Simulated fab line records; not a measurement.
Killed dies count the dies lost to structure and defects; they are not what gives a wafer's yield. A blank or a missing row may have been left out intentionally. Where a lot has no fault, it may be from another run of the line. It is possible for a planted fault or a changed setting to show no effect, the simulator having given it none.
Which tool is to blame? / flow sky130 / 36 wafers from 12 lots sampled at 3 of the route's 708 steps

== WHAT THE GAUGES SHOWED, per wafer ==
SKY_VIA3_BOW_MEAS_03. Usual: VIA3_BOW gives 79 um (standard deviation 7.7).
lot=L765; measured=day 38 14:36; on=filmMetro-04; VIA3_BOW (um)=72 85 66; flag=
lot=L766; measured=day 39 10:45; on=filmMetro-04; VIA3_BOW (um)=75 73 73; flag=
lot=L767; measured=day 39 15:55; on=filmMetro-02; VIA3_BOW (um)=74 92 95; flag=
lot=L768; measured=day 39 18:49; on=filmMetro-02; VIA3_BOW (um)=81 81 77; flag=
lot=L769; measured=day 40 01:47; on=filmMetro-01; VIA3_BOW (um)=81 88 77; flag=
lot=L770; measured=day 40 13:08; on=filmMetro-01; VIA3_BOW (um)=86 78 84; flag=
lot=L771; measured=day 40 13:29; on=filmMetro-04; VIA3_BOW (um)=89 91 73; flag=
lot=L776; measured=day 42 05:48; on=filmMetro-01; VIA3_BOW (um)=81 90 79; flag=
lot=L780; measured=day 43 10:38; on=filmMetro-02; VIA3_BOW (um)=90 84 66; flag=
lot=L783; measured=day 44 00:53; on=filmMetro-01; VIA3_BOW (um)=84 81 87; flag=
lot=L784; measured=day 44 02:27; on=filmMetro-02; VIA3_BOW (um)=92 85 92; flag=
lot=L787; measured=day 44 19:53; on=filmMetro-04; VIA3_BOW (um)=82 77 88; flag=

SKY_CAP2M_THK_MEAS_01. Usual: CAP2M_CVD_00_THK gives 15.54 nm (standard deviation 0.24).
lot=L765; measured=day 39 17:00; on=filmMetro-03; CAP2M_CVD_00_THK (nm)=15.33 15.15 15.49; flag=
lot=L766; measured=day 40 13:37; on=filmMetro-02; CAP2M_CVD_00_THK (nm)=15.61 16.25 15.67; flag=
lot=L767; measured=day 40 19:01; on=filmMetro-03; CAP2M_CVD_00_THK (nm)=15.53 15.31 15.48; flag=
lot=L768; measured=day 40 22:19; on=filmMetro-04; CAP2M_CVD_00_THK (nm)=15.97 15.74 15.90; flag=
lot=L769; measured=day 41 05:12; on=filmMetro-03; CAP2M_CVD_00_THK (nm)=15.52 15.41 15.55; flag=
lot=L770; measured=day 41 15:24; on=filmMetro-04; CAP2M_CVD_00_THK (nm)=15.29 15.70 15.47; flag=
lot=L771; measured=day 41 15:52; on=filmMetro-04; CAP2M_CVD_00_THK (nm)=15.59 15.30 15.78; flag=
lot=L776; measured=day 43 06:06; on=filmMetro-03; CAP2M_CVD_00_THK (nm)=15.68 15.72 15.83; flag=
lot=L780; measured=day 44 10:37; on=filmMetro-02; CAP2M_CVD_00_THK (nm)=15.41 15.33 15.76; flag=
lot=L783; measured=day 45 01:06; on=filmMetro-03; CAP2M_CVD_00_THK (nm)=15.38 15.36 15.73; flag=
lot=L784; measured=day 45 02:56; on=filmMetro-02; CAP2M_CVD_00_THK (nm)=14.95 15.24 15.11; flag=
lot=L787; measured=day 45 19:08; on=filmMetro-03; CAP2M_CVD_00_THK (nm)=15.54 15.78 15.54; flag=

== TOOL THAT RAN EACH LOT (tool first, then ch and the chambers of the sampled wafers, then the start) ==
lot=L765; SKY_METAL4_SPUTTER_01=pvdSputter-03, day 39 16:51
lot=L766; SKY_METAL4_SPUTTER_01=pvdSputter-04, day 40 13:27
lot=L767; SKY_METAL4_SPUTTER_01=pvdSputter-02, day 40 18:52
lot=L768; SKY_METAL4_SPUTTER_01=pvdSputter-03, day 40 22:07
lot=L769; SKY_METAL4_SPUTTER_01=pvdSputter-02, day 41 05:03
lot=L770; SKY_METAL4_SPUTTER_01=pvdSputter-04, day 41 15:14
lot=L771; SKY_METAL4_SPUTTER_01=pvdSputter-03, day 41 15:43
lot=L776; SKY_METAL4_SPUTTER_01=pvdSputter-04, day 43 05:56
lot=L780; SKY_METAL4_SPUTTER_01=pvdSputter-04, day 44 10:26
lot=L783; SKY_METAL4_SPUTTER_01=pvdSputter-02, day 45 00:57
lot=L784; SKY_METAL4_SPUTTER_01=pvdSputter-03, day 45 02:46
lot=L787; SKY_METAL4_SPUTTER_01=pvdSputter-03, day 45 18:58
- SKY_METAL4_SPUTTER_01: material TiN, target thk 20 nm, time 16.7 s.

== AS READ BY THE TOOLS THEMSELVES (means over the sampled wafers that have a number; for cases with no such wafer, the mark the record gives instead) ==
SKY_METAL4_SPUTTER_01. Usual: cathodeDcPowerW 6500.1 W, standard deviation 1.2; chamberPressurePa 0.4001 Pa, standard deviation 0.0008; throttleValvePct 29.9 %, standard deviation 0.92.
lot=L765; tool=pvdSputter-03; cathodeDcPowerW (W)=6499.9; chamberPressurePa (Pa)=0.4004; throttleValvePct (%)=29.2; flag=
lot=L766; tool=pvdSputter-04; cathodeDcPowerW (W)=6501.0; chamberPressurePa (Pa)=0.4001; throttleValvePct (%)=29.8; flag=
lot=L767; tool=pvdSputter-02; cathodeDcPowerW (W)=6500.3; chamberPressurePa (Pa)=0.4005; throttleValvePct (%)=29.7; flag=
lot=L768; tool=pvdSputter-03; cathodeDcPowerW (W)=6500.7; chamberPressurePa (Pa)=0.4002; throttleValvePct (%)=28.8; flag=
lot=L769; tool=pvdSputter-02; cathodeDcPowerW (W)=6500.2; chamberPressurePa (Pa)=0.4001; throttleValvePct (%)=29.6; flag=
lot=L770; tool=pvdSputter-04; cathodeDcPowerW (W)=6500.0; chamberPressurePa (Pa)=0.4004; throttleValvePct (%)=30.4; flag=
lot=L771; tool=pvdSputter-03; cathodeDcPowerW (W)=6500.7; chamberPressurePa (Pa)=0.4001; throttleValvePct (%)=29.1; flag=
lot=L776; tool=pvdSputter-04; cathodeDcPowerW (W)=6499.8; chamberPressurePa (Pa)=0.4005; throttleValvePct (%)=30.7; flag=
lot=L780; tool=pvdSputter-04; cathodeDcPowerW (W)=6500.3; chamberPressurePa (Pa)=0.4076; throttleValvePct (%)=29.7; flag=OFF
lot=L783; tool=pvdSputter-02; cathodeDcPowerW (W)=6499.7; chamberPressurePa (Pa)=0.4007; throttleValvePct (%)=29.3; flag=
lot=L784; tool=pvdSputter-03; cathodeDcPowerW (W)=6500.8; chamberPressurePa (Pa)=0.3993; throttleValvePct (%)=29.2; flag=
lot=L787; tool=pvdSputter-03; cathodeDcPowerW (W)=6500.1; chamberPressurePa (Pa)=0.4000; throttleValvePct (%)=29.5; flag=

== THE ANSWER, worked out from the rows above alone ==
Rule: a lot is off if the mean of its wafers that have a number lies more than 3 standard deviations from the usual mean. A lot without any number at a reading at which 4 lots or more have one is off too. All remaining lots with rows at the step are treated as sound. The gauges are gone through in route order, then the tools' own readings, and for those a lot's mean is taken as printed above. The first step at which some lot is off is used, and at that step the reading that is off furthest; a lot without a number counts as furthest.
Off at SKY_METAL4_SPUTTER_01 (chamberPressurePa): L780.
A tool fits if, at that step or a process step before it, it ran every lot that is off, and no sound lot after the first of them. One fits: SKY_METAL4_SPUTTER_01 on pvdSputter-04. Its last sound lot is L776 (day 43 05:56), its first lot that is off L780 (day 44 10:26): a fault that began between those two fits.
On the lots that are off, the tool's own readings at SKY_METAL4_SPUTTER_01 differ by more than 5 times the standard deviation of the sound lots' means, which bears it out; chamberPressurePa reads 0.4076 Pa there versus 0.4002 Pa on the sound lots.

== WHAT THE SIMULATOR HAD PUT IN ==
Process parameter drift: pvdSputter-04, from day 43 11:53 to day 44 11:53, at SKY_METAL4_SPUTTER_01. From 0.4, the setting chamberPressurePa moved by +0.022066. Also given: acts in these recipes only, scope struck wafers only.
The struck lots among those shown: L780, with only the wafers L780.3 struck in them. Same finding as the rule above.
